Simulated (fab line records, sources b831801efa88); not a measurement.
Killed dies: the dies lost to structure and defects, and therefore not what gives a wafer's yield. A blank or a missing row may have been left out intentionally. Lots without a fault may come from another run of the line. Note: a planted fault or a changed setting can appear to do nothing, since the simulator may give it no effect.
Problem report in the 8D (eight disciplines) form, filled by code | flow gf180mcu | the parts of the form that need people (team, actions taken, sign-off) are left out

== 1. WHAT IS WRONG ==
Mean of cd_nm at GF_M2_CD_MEAS_14: 251.7 nm across 6 wafers in 2 lots; on wafers with no fault it is 280.0 nm (standard deviation 1.3). Measured from the usual mean, that is -22 standard deviations.
The step: target cd 280 nm.
Seen first at day 23 04:44 on cd_sem-02, wafer L770.1. The record has a number at this step for 39 wafers belonging to 13 lots. By rule, "out" or "out of limits" means more than 4 standard deviations away from the usual mean. Any other wafer with a number is counted as sound.

== 2. WHAT IT IS, WHAT IT ISN'T ==
question                    | is                     | is not
which readings at this step | cd_nm                  | -
which lots                  | L770, L771             | L760, L761, L762, L765, L775, L776, L779, L780, L781, L782, L783
which wafers of those lots  | all that have a number | -
read on which gauges        | cd_sem-01, cd_sem-02   | -
when                        | from day 23 04:44      | up to then (12 sound wafers); but 21 sound wafers of L775, L776, L779, L780, L781, L782, L783 came after

== 3. SUSPECTS, AND WHAT RULES EACH OUT ==
Counting: a tool at any process step up to the reading remains a suspect when it ran all the lots that are out and ran no sound lot after the first of those.
- the gauge at GF_M2_CD_MEAS_14 has been ruled out. The wafers that are out were read on 2 gauges (cd_sem-01, cd_sem-02).
- pvd_sputter-03 at GF_V1_SPUTTER_21 (material Ti, target thk 15 nm, time 80.02 s): ruled out as a lasting fault. Sound lots L775, L776, L779, L781, L782, L783 ran on it after its first lot that is out, L770 (day 22 04:58).
- pvd_sputter-03 at GF_V1_SPUTTER_22 (material TiN, target thk 10 nm, time 40 s): ruled out as a lasting fault. Sound lots L775, L776, L779, L781, L782, L783 ran on it after its first lot that is out, L770 (day 22 05:01).
- krf_scanner-02 at GF_M2_EXPOSE_11 (exposes mask Metal2, target cd 280 nm): ruled out as a lasting fault. Sound lots L783 ran on it after its first lot that is out, L770 (day 22 17:13).
Left after counting: nothing in the record.

== 4. THE CAUSE (what the simulator had put in) ==
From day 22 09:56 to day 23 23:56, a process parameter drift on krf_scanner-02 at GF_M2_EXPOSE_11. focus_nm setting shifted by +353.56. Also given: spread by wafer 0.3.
The count ruled it out by mistake, since the rule takes a fault to strike every lot its tool runs from the start of the fault on, and this one did not do so.

== 5. SEQUENCE OF EFFECTS, ordered by route ==
One row per reading whose mean, taken over the struck wafers that have a number, lies over 3 standard deviations from the usual. Only readings for which the record gives a usual standard deviation are gone through. hours: the time from each lot's start at the first step in this table that gives one to its start at this step, as a median over the lots. sigmas: the change in usual standard deviations.
hours | step                    | reading              | usual    | on struck wafers | change | sigmas
0     | GF_M2_CD_MEAS_14        | cd_nm                | 280.0 nm | 251.7            | -28.3  | -22
214   | GF_PASSIVATION_PROBE_99 | defect_limited_yield | 90.2 %   | 74.5             | -15.8  | -11
214   | GF_PASSIVATION_PROBE_99 | killed_at_M0_to_M3   | 21       | 97               | +76    | +18
214   | GF_PASSIVATION_PROBE_99 | killed_dies          | 48       | 126              | +78    | +11
214   | GF_PASSIVATION_PROBE_99 | killed_on_rim        | 9.3      | 23.0             | +13.7  | +4.9
214   | GF_PASSIVATION_PROBE_99 | sort_bin_5_function  | 5.7 %    | 21.7             | +16.0  | +15
214   | GF_PASSIVATION_PROBE_99 | sort_n_pass          | 444      | 366              | -78    | -11
214   | GF_PASSIVATION_PROBE_99 | sort_yield_pct       | 90.2 %   | 74.5             | -15.8  | -11
The process steps in it:
- GF_PASSIVATION_PROBE_99

== 6. HOW IT WOULD HAVE BEEN CAUGHT EARLIER ==
The first out-of-limits reading at a measuring or inspecting step in this record came at day 23 04:44, 19 hours after the fault's start at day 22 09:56.
